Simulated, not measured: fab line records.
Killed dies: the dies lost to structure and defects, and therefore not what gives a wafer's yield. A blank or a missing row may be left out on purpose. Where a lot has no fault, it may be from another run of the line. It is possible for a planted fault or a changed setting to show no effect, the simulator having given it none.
Struck lot and sound lot, side by side -- flow gf180mcu -- 43 steps out of a route of 602
Sound: these wafers, L825.2, L825.3, L825.4. Wafers struck: L834.1, L834.3, L834.5. The cause comes at the end.
Each step with rows lists, per side, the tool, then ch with its chambers, then its first start. Under that, the readings that differ: sound wafers -- struck wafers -- difference of the means -- sigmas: that difference in standard deviations of wafers without a fault.
alike: readings with means less than 2 such deviations apart, plus words and numbers identical on both sides. not compared: withheld readings, readings lacking a value on some wafer, bounds such as >300 that could conceal the same value, and numbers that have no deviation in the record and whose values overlap.
Wherever a step has rows on one side only, a row that says differs or no value, or a row with sigmas, the two part there. When numbers do not overlap yet have no deviation, they are printed without sigmas and do not part them. Lack of a reading on every wafer of one side parts them only where that side has two or more wafers.

first, 5 steps without rows for these wafers: GF_STI_WET_ETCH_17 (etches Si3N4 in H3PO4, target depth 45 nm, time 514 s); GF_STI_CLEAN_18 (cleans in SC1/SC2, time 150 s); GF_STI_CLEAN_19 (cleans in dHF, time 20 s); GF_STI_WET_ETCH_20 (etches SiO2 in dHF, target depth 20 nm, time 400 s); GF_STI_OXIDATION_21 (stabilise 600 s, purge 300 s, target thk 15 nm).
GF_STI_THK_MEAS_22:
  sound on film metro-03, day 2 23:18; struck on film metro-02, day 4 21:51
  alike: STI_OXIDATION_01_THK
then, 1 step without rows for these wafers: GF_STI_CVD_23 (deposits SiO2, target thk 650 nm, time 108.3 s).
GF_STI_THK_MEAS_24:
  sound on film metro-01, day 2 23:26; struck on film metro-03, day 4 21:59
  alike: STI_CVD_23_THK
GF_STI_CMP_25: polishes, stops on Si3N4, t overpolish 33 s, target thk 524.6 nm.
  sound on cmp-02 ch 0,1,2, day 2 23:29; struck on cmp-02 ch 0,2, day 4 22:06
  alike: motor current A, overpolish run s, time to endpoint s
then, 3 steps without rows for these wafers: GF_STI_WET_ETCH_26 (etches SiO2 in dHF, target depth 94 nm, time 188 s); GF_STI_WET_ETCH_27 (etches Si3N4 in H3PO4, target depth 160 nm, time 1825 s); GF_STI_WET_ETCH_28 (etches SiO2 in dHF, target depth 20 nm, time 40 s).
GF_STI_OXIDATION_29: stabilise 600 s, purge 300 s, target thk 10 nm.
  sound on furnace-02 ch 0, day 3 01:03; struck on furnace-01 ch 0, day 4 22:56
  alike: zone power lower pct
GF_STI_THK_MEAS_30:
  sound on film metro-03, day 3 02:28; struck on film metro-03, day 5 00:20
  alike: STI_OXIDATION_02_THK
then, 8 steps without rows for these wafers: GF_DNWELL_DEHYDRATE_00 (time 60 s); GF_DNWELL_HMDS_01 (prime time 60 s); GF_DNWELL_COAT_02 (resist thk 3000 nm); GF_DNWELL_SOFTBAKE_03; GF_DNWELL_EXPOSE_04 (exposes mask DNWELL, target cd 1700 nm); GF_DNWELL_PEB_05; GF_DNWELL_DEVELOP_06 (develop time 60 s); GF_DNWELL_IMPLANT_07.
GF_DNWELL_STRIP_08: strips in O2/N2.
  sound on plasma asher-04 ch 0,1, day 3 15:33; struck on plasma asher-02 ch 0,1, day 5 14:52
  alike: drypump motor current A, heater power w, oes product au, strip time to endpoint s
  not compared: rf hours counter h
GF_DNWELL_TW_MEAS_09:
  sound on film metro-04, day 3 15:40; struck on film metro-04, day 5 14:58
  alike: DNWELL_TW
then, 7 steps without rows for these wafers: GF_NWELL_DEHYDRATE_00 (time 60 s); GF_NWELL_HMDS_01 (prime time 60 s); GF_NWELL_COAT_02 (resist thk 3000 nm); GF_NWELL_SOFTBAKE_03; GF_NWELL_EXPOSE_04 (exposes mask Nwell, target cd 860 nm); GF_NWELL_PEB_05; GF_NWELL_DEVELOP_06 (develop time 60 s).
GF_NWELL_OVL_MEAS_07:
  sound on overlay-02, day 4 04:29; struck on overlay-01, day 6 05:19
  alike: NWELL_OVL
then, 2 steps without rows for these wafers: GF_NWELL_IMPLANT_08; GF_NWELL_IMPLANT_09.
GF_NWELL_STRIP_10: strips in O2/N2.
  sound on plasma asher-03 ch 0,1, day 4 04:49; struck on plasma asher-02 ch 0,1, day 6 05:39
  alike: drypump motor current A, heater power w, oes product au, strip time to endpoint s
  not compared: rf hours counter h
GF_NWELL_TW_MEAS_11:
  sound on film metro-02, day 4 04:55; struck on film metro-01, day 6 05:45
  alike: NWELL_TW
then, 6 steps without rows for these wafers: GF_LVPWELL_DEHYDRATE_00 (time 57.84 s); GF_LVPWELL_HMDS_01 (prime time 60 s); GF_LVPWELL_COAT_02 (resist thk 3000 nm); GF_LVPWELL_SOFTBAKE_03; GF_LVPWELL_EXPOSE_04 (exposes mask LVPWELL, target cd 600 nm); GF_LVPWELL_PEB_05.
-- the record jumps here: 26 days lie between the struck wafers' starts before and after (it left off in module LVPWELL and takes up again in module PASSIVATION, whose first step shown is number 602 of the route) --
GF_PASSIVATION_PROBE_99:
  the record has rows for the struck wafers here (prober-02, day 32 10:49) and none for the sound ones

== WHERE THEY PART ==
At GF_PASSIVATION_PROBE_99 and nowhere else, as far as this record goes.

WHY: what the simulator had put in
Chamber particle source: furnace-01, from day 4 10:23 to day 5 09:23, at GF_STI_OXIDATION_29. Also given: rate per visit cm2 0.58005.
